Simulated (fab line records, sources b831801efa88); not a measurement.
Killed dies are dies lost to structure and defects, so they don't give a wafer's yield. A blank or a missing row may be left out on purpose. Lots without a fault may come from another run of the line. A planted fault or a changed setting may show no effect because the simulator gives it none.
Which tool did it? | flow sky130 | 15 lots, 45 wafers sampled, at 4 steps of a route of 708

WHAT THE GAUGES READ, wafer by wafer
SKY_CAP2M_THK_MEAS_04: measures by xrf. Usual: CAP2M_TIN_THK 202.7 nm, standard deviation 2.1.
lot  | measured     | on            | CAP2M_TIN_THK (nm) | flag
L293 | day 39 18:36 | film_metro-03 | 202.5 202.3 202.3  |
L294 | day 39 19:52 | film_metro-03 | 203.1 204.5 203.4  |
L297 | day 41 00:08 | film_metro-01 | 205.8 204.6 205.7  |
L299 | day 41 16:42 | film_metro-04 | 202.0 203.7 201.5  |
L306 | day 43 21:56 | film_metro-04 | 201.6 202.2 201.3  |
L308 | day 44 03:48 | film_metro-03 | 204.6 204.1 202.8  |
L309 | day 44 07:45 | film_metro-03 | 206.2 205.0 203.9  |
L310 | day 44 18:14 | film_metro-01 | 206.2 206.5 206.7  |
L311 | day 45 02:46 | film_metro-03 | 205.3 204.9 205.2  |
L314 | day 45 18:22 | film_metro-04 | 199.9 200.0 200.4  |
L315 | day 46 00:53 | film_metro-04 | 203.4 204.9 203.3  |
L316 | day 46 08:52 | film_metro-04 | 204.6 202.7 205.8  |

WHICH TOOL RAN EACH LOT (tool, then ch and the chambers of the sampled wafers, then the start)
lot  | SKY_METAL3_METAL_ETCH_18          | SKY_VIA3_CMP_24               | SKY_METAL4_SPUTTER_01
L293 | rie_metal-04 ch 1, day 38 14:20   | cmp-02 ch 0,1, day 39 17:50   | pvd_sputter-01, day 39 18:09
L294 | rie_metal-01 ch 0,1, day 38 16:01 | cmp-02 ch 2,3, day 39 19:04   | pvd_sputter-03, day 39 19:23
L297 | rie_metal-04 ch 1, day 39 20:59   | cmp-01 ch 1,2,3, day 40 23:23 | pvd_sputter-03, day 40 23:40
L299 | rie_metal-03 ch 0,1, day 40 13:28 | cmp-02 ch 0,2,3, day 41 15:56 | pvd_sputter-02, day 41 16:16
L300 | rie_metal-01 ch 0,1, day 40 20:02 | cmp-02 ch 0,1, day 41 22:22   | -
L301 | rie_metal-03 ch 0,1, day 41 00:05 | cmp-01 ch 0,2, day 42 02:05   | -
L302 | rie_metal-04 ch 0,1, day 41 07:19 | cmp-02 ch 1,2,3, day 42 10:16 | -
L306 | rie_metal-03 ch 0,1, day 42 19:26 | cmp-01 ch 0,3, day 43 21:10   | pvd_sputter-01, day 43 21:26
L308 | rie_metal-04 ch 0,1, day 43 01:08 | cmp-02 ch 1,2, day 44 03:02   | pvd_sputter-01, day 44 03:22
L309 | rie_metal-04 ch 0, day 43 05:20   | cmp-01 ch 0,1,2, day 44 06:59 | pvd_sputter-02, day 44 07:18
L310 | rie_metal-01 ch 0,1, day 43 16:02 | cmp-02 ch 0,2,3, day 44 17:31 | pvd_sputter-02, day 44 17:47
L311 | rie_metal-03 ch 1, day 44 00:55   | cmp-01 ch 0,1, day 45 02:00   | pvd_sputter-03, day 45 02:19
L314 | rie_metal-04 ch 0,1, day 44 17:34 | cmp-02 ch 1,2, day 45 17:37   | pvd_sputter-01, day 45 17:53
L315 | rie_metal-01 ch 0,1, day 45 00:32 | cmp-02 ch 0,2,3, day 46 00:13 | pvd_sputter-02, day 46 00:26
L316 | rie_metal-04 ch 0,1, day 45 08:44 | cmp-02 ch 1,2,3, day 46 08:09 | pvd_sputter-01, day 46 08:26
- SKY_METAL3_METAL_ETCH_18: etches the open film in Cl2/BCl3, stops on SiO2, target depth 845 nm, time 183.1 s.
- SKY_VIA3_CMP_24: polishes, stops on SiO2, t overpolish 20 s, target thk 0 nm.
- SKY_METAL4_SPUTTER_01: material TiN, target thk 20 nm, time 16.7 s.

WHAT THE TOOLS THEMSELVES READ (means of the sampled wafers that have a number; where no wafer has one, the mark that the record gives instead)
SKY_METAL3_METAL_ETCH_18. Usual: drypump_motor_current_A 5.7 A, standard deviation 0.32; mfc_cl2_sccm 60.01 sccm, standard deviation 0.21; oes_product_au 0.867 a.u., standard deviation 0.0057; throttle_valve_pct 22.264 %, standard deviation 0.0093.
lot  | tool         | drypump_motor_current_A (A) | mfc_cl2_sccm (sccm) | oes_product_au (a.u.) | throttle_valve_pct (%) | flag
L293 | rie_metal-04 | 5.2                         | 59.79               | 0.864                 | 22.266                 |
L294 | rie_metal-01 | 5.8                         | 59.90               | 0.872                 | 22.272                 |
L297 | rie_metal-04 | 5.1                         | 60.30               | 0.865                 | 22.263                 |
L299 | rie_metal-03 | 5.8                         | 59.93               | 0.867                 | 22.270                 |
L300 | rie_metal-01 | 5.8                         | 59.99               | 0.873                 | 22.258                 |
L301 | rie_metal-03 | 5.8                         | 60.18               | 0.867                 | 22.271                 |
L302 | rie_metal-04 | 5.7                         | 59.89               | 0.860                 | 22.259                 |
L306 | rie_metal-03 | 5.8                         | 59.94               | 0.875                 | 22.269                 |
L308 | rie_metal-04 | 5.7                         | 60.03               | 0.865                 | 22.271                 |
L309 | rie_metal-04 | 6.0                         | 60.04               | 0.866                 | 22.255                 |
L310 | rie_metal-01 | 5.7                         | 60.11               | 0.864                 | 22.256                 |
L311 | rie_metal-03 | 5.8                         | 60.08               | 0.871                 | 22.264                 |
L314 | rie_metal-04 | 5.4                         | 59.89               | 0.876                 | 22.265                 |
L315 | rie_metal-01 | 5.8                         | 59.81               | 0.868                 | 22.269                 |
L316 | rie_metal-04 | 5.4                         | 59.96               | 0.860                 | 22.262                 |

SKY_VIA3_CMP_24. Usual: edge_zone_pressure_frac 1.000, standard deviation 0.0054; head_pressure_psi 3.500 psi, standard deviation 0.007; motor_current_A 10.8 A, standard deviation 0.92; overpolish_run_s 20.001 s, standard deviation 0.0091; platen_rpm 60.00 rpm, standard deviation 0.039; time_to_endpoint_s 97 s, standard deviation 3.6.
lot  | tool   | edge_zone_pressure_frac | head_pressure_psi (psi) | motor_current_A (A) | overpolish_run_s (s) | platen_rpm (rpm) | time_to_endpoint_s (s) | flag
L293 | cmp-02 | 0.999                   | 3.499                   | 10.9                | 20.000               | 59.99            | 94                     |
L294 | cmp-02 | 0.995                   | 3.497                   | 11.0                | 20.002               | 60.00            | 97                     |
L297 | cmp-01 | 1.002                   | 3.497                   | 11.0                | 20.001               | 60.01            | 99                     |
L299 | cmp-02 | 0.999                   | 3.498                   | 10.5                | 19.991               | 60.03            | 102                    |
L300 | cmp-02 | -                       | -                       | -                   | -                    | -                | -                      | OFF
L301 | cmp-01 | -                       | -                       | -                   | -                    | -                | -                      | OFF
L302 | cmp-02 | -                       | -                       | -                   | -                    | -                | -                      | OFF
L306 | cmp-01 | 1.000                   | 3.508                   | 11.0                | 19.999               | 59.95            | 92                     |
L308 | cmp-02 | 0.997                   | 3.505                   | 11.0                | 20.007               | 59.94            | 98                     |
L309 | cmp-01 | 1.001                   | 3.499                   | 10.0                | 20.006               | 60.00            | 98                     |
L310 | cmp-02 | 1.000                   | 3.510                   | 10.4                | 19.986               | 59.99            | 98                     |
L311 | cmp-01 | 0.995                   | 3.494                   | 10.0                | 19.995               | 60.01            | 92                     |
L314 | cmp-02 | 1.002                   | 3.496                   | 10.9                | 20.000               | 59.97            | 96                     |
L315 | cmp-02 | 1.002                   | 3.499                   | 10.7                | 20.003               | 60.00            | 97                     |
L316 | cmp-02 | 1.001                   | 3.500                   | 11.1                | 20.001               | 59.99            | 101                    |

SKY_METAL4_SPUTTER_01. Usual: throttle_valve_pct 29.7 %, standard deviation 1.2.
lot  | tool           | throttle_valve_pct (%) | flag
L293 | pvd_sputter-01 | 30.5                   |
L294 | pvd_sputter-03 | 29.7                   |
L297 | pvd_sputter-03 | 29.7                   |
L299 | pvd_sputter-02 | 29.2                   |
L306 | pvd_sputter-01 | 30.6                   |
L308 | pvd_sputter-01 | 30.5                   |
L309 | pvd_sputter-02 | 28.6                   |
L310 | pvd_sputter-02 | 29.3                   |
L311 | pvd_sputter-03 | 29.7                   |
L314 | pvd_sputter-01 | 29.3                   |
L315 | pvd_sputter-02 | 30.4                   |
L316 | pvd_sputter-01 | 29.5                   |

THE ANSWER, worked out from the rows above alone
Rule: a lot is off if the mean of its wafers that have a number lies more than 3 standard deviations from the usual mean. A lot without any number at a reading at which 4 lots or more have one is off too. The other lots that the step has rows for count as sound. The gauges are gone through in route order, then the tools' own readings, and for those a lot's mean is taken as printed above. The first step at which some lot is off is used, and at that step the reading that is off furthest; a lot without a number counts as furthest.
Off: L300, L301, L302, at SKY_VIA3_CMP_24 (edge_zone_pressure_frac). Without a number there: L300, L301, L302.
A tool fits if, at that step or a process step before it, it ran every lot that is off, and no sound lot after the first of them. None of those tried fits.

WHAT THE SIMULATOR HAD PUT IN
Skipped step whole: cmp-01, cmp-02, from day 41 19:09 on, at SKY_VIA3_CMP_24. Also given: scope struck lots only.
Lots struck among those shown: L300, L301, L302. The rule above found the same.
